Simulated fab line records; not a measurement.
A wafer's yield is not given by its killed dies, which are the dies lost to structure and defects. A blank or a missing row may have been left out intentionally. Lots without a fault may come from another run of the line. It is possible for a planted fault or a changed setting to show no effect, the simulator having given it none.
Struck lot and sound lot, side by side || flow sky130 || 30 steps out of a route of 708
Sound: these wafers, L382.1, L382.2, L382.4. The struck wafers were L375.1, L375.3, L375.5. The cause is given at the end.
Each step with rows lists, per side, the tool, then ch with its chambers, then its first start. Under that, the readings that differ: sound wafers || struck wafers || difference of the means || sigmas: that difference in standard deviations of wafers without a fault.
alike: readings whose means differ by less than 2 such deviations, and words and numbers that are the same on both sides. not compared: withheld readings, readings that some wafer has no value for, bounds like >300 that may hide the same value, and numbers for which the record gives no deviation and whose values overlap.
Wherever a step has rows on one side only, a row that says differs or no value, or a row with sigmas, the two part there. Numbers that have no deviation but don't overlap get no sigmas and don't part them. A reading that every wafer of one side lacks parts them only if that side has two wafers or more.

SKY_PWDE_STRIP_09: strips in O2/N2.
  sound on plasma asher-03 ch 0,1, day 5 16:17; struck on plasma asher-03 ch 1, day 3 20:29
  alike: drypump motor current A, n2 flow sccm, o2 flow sccm, oes product au, strip time to endpoint s
  not compared: rf hours counter h
SKY_PWDE_TW_MEAS_10:
  sound on film metro-02, day 5 16:23; struck on film metro-03, day 3 20:35
  alike: PWDE_TW
then, 7 steps without rows for these wafers: SKY_NWELL_DEHYDRATE_03 (time 60 s); SKY_NWELL_HMDS_04 (prime time 60 s); SKY_NWELL_COAT_05 (resist thk 3000 nm); SKY_NWELL_SOFTBAKE_06; SKY_NWELL_EXPOSE_07 (exposes mask NWM, target cd 840 nm); SKY_NWELL_PEB_08; SKY_NWELL_DEVELOP_09 (develop time 60 s).
SKY_NWELL_OVL_MEAS_10:
  sound on overlay-02, day 6 11:07; struck on overlay-02, day 4 12:46
{"reading": "NWELL_00_OVL (nm)", "sound": "2.6 2.8 3.0", "struck": "-0.3 -0.2 -0.4", "difference": -3.1, "sigmas": -2}
then, 2 steps without rows for these wafers: SKY_NWELL_IMPLANT_11; SKY_NWELL_IMPLANT_12.
SKY_NWELL_IMPLANT_13:
  sound on implanter-02 ch 0, day 6 11:28; struck on implanter-03 ch 0, day 4 13:25
SKY_NWELL_STRIP_14: strips in O2/N2.
  sound on plasma asher-04 ch 0,1, day 6 11:37; struck on plasma asher-04 ch 0,1, day 4 13:34
{"reading": "o2 flow sccm (sccm)", "sound": "3002 2971 2990", "struck": "3001 3013 3011", "difference": "+21", "sigmas": "+2"}
  alike: drypump motor current A, n2 flow sccm, oes product au, strip time to endpoint s
  not compared: rf hours counter h
SKY_NWELL_TW_MEAS_15:
  sound on film metro-03, day 6 11:43; struck on film metro-03, day 4 13:40
  alike: NWELL_TW
then, 7 steps without rows for these wafers: SKY_NWELL_DEHYDRATE_16 (time 60 s); SKY_NWELL_HMDS_17 (prime time 60 s); SKY_NWELL_COAT_18 (resist thk 3000 nm); SKY_NWELL_SOFTBAKE_19; SKY_NWELL_EXPOSE_20 (exposes mask NWM COMPLEMENT, target cd 840 nm); SKY_NWELL_PEB_21; SKY_NWELL_DEVELOP_22 (develop time 60 s).
SKY_NWELL_OVL_MEAS_23:
  sound on overlay-02, day 7 07:22; struck on overlay-01, day 5 06:25
  alike: NWELL_01_OVL
after that, 1 step had no rows for these wafers: SKY_NWELL_IMPLANT_24.
SKY_NWELL_STRIP_25: strips in O2/N2.
  sound on plasma asher-04 ch 0,1, day 7 07:37; struck on plasma asher-02 ch 1, day 5 06:36
  alike: drypump motor current A, n2 flow sccm, o2 flow sccm, oes product au, strip time to endpoint s
  not compared: rf hours counter h
SKY_NWELL_TW_MEAS_26:
  sound on film metro-02, day 7 07:43; struck on film metro-01, day 5 06:42
  alike: NWELL_2_TW
then, 1 step without rows for these wafers: SKY_NWELL_CLEAN_27 (cleans in SC1/SC2, time 150 s).
SKY_NWELL_RTA_28: time 30 s.
  sound on rtp anneal-01 ch 0, day 7 07:50; struck on rtp anneal-02 ch 0, day 5 06:49
  alike: chamber o2 ppm, lamp power pct, ramp up c per s, wafer_temp_C_max
SKY_NWELL_RS_MEAS_29: measures by four-point-probe.
  sound on film metro-01, day 7 07:56; struck on film metro-03, day 5 06:55
{"reading": "NWELL_RS (ohm/sq)", "sound": "623.6 626.2 625.4", "struck": "609.6 609.5 608.3", "difference": -15.9, "sigmas": -8}
-- the record jumps here: 40 days lie between the struck wafers' starts before and after (it left off in module NWELL and takes up again in module PAD_OPEN, whose first step shown is number 708 of the route) --
SKY_PAD_OPEN_PROBE_99:
  sound on prober-01, day 47 20:15; struck on prober-02, day 45 18:26
{"reading": "model.etest.pfet_16v.r on ohm um", "sound": "1.56e+04 1.557e+04 1.578e+04", "struck": "1.549e+04 1.523e+04 1.544e+04", "difference": -2.633e+02, "sigmas": ""}
{"reading": "model.etest.nfet_16v.r on ohm um", "sound": "1.413e+04 1.417e+04 1.42e+04", "struck": "1.371e+04 1.358e+04 1.375e+04", "difference": -4.867e+02, "sigmas": ""}
{"reading": "model.etest.pfet g5v0d10v5.r on ohm um", "sound": "4758 4875 4816", "struck": "5214 5228 5162", "difference": "+385", "sigmas": ""}
{"reading": "model.etest.tip p.rs ohm sq", "sound": "6910 6962 6996", "struck": "7078 7074 7061", "difference": "+115", "sigmas": ""}
{"reading": "model.etest.tip_p_5v.rs ohm sq", "sound": "2887 2868 2878", "struck": "2992 2995 2977", "difference": "+110", "sigmas": ""}
{"reading": "model.etest.pfet g5v0d10v5.drive ua um", "sound": "339 332.2 335.9", "struck": "304.1 303.1 306.3", "difference": -31.2, "sigmas": ""}
{"reading": "model.etest.pfet_01v8_lvt.drive ua um", "sound": "179.3 172.6 175.3", "struck": "149.6 149 151.3", "difference": -25.8, "sigmas": ""}
  alike: killed_at_M0_to_M3, killed_at_M4_up, killed at contacts, killed at front end, killed at other, killed dies, killed open, killed short
  not compared: model.etest.pfet_01v8.r on ohm um

WHERE THEY PART
Earliest at SKY_NWELL_OVL_MEAS_10; latest, in this record, at SKY_NWELL_RS_MEAS_29. Later steps at which nothing parts them and some readings are alike: SKY_PAD_OPEN_PROBE_99.

WHY: what had been put in by the simulator
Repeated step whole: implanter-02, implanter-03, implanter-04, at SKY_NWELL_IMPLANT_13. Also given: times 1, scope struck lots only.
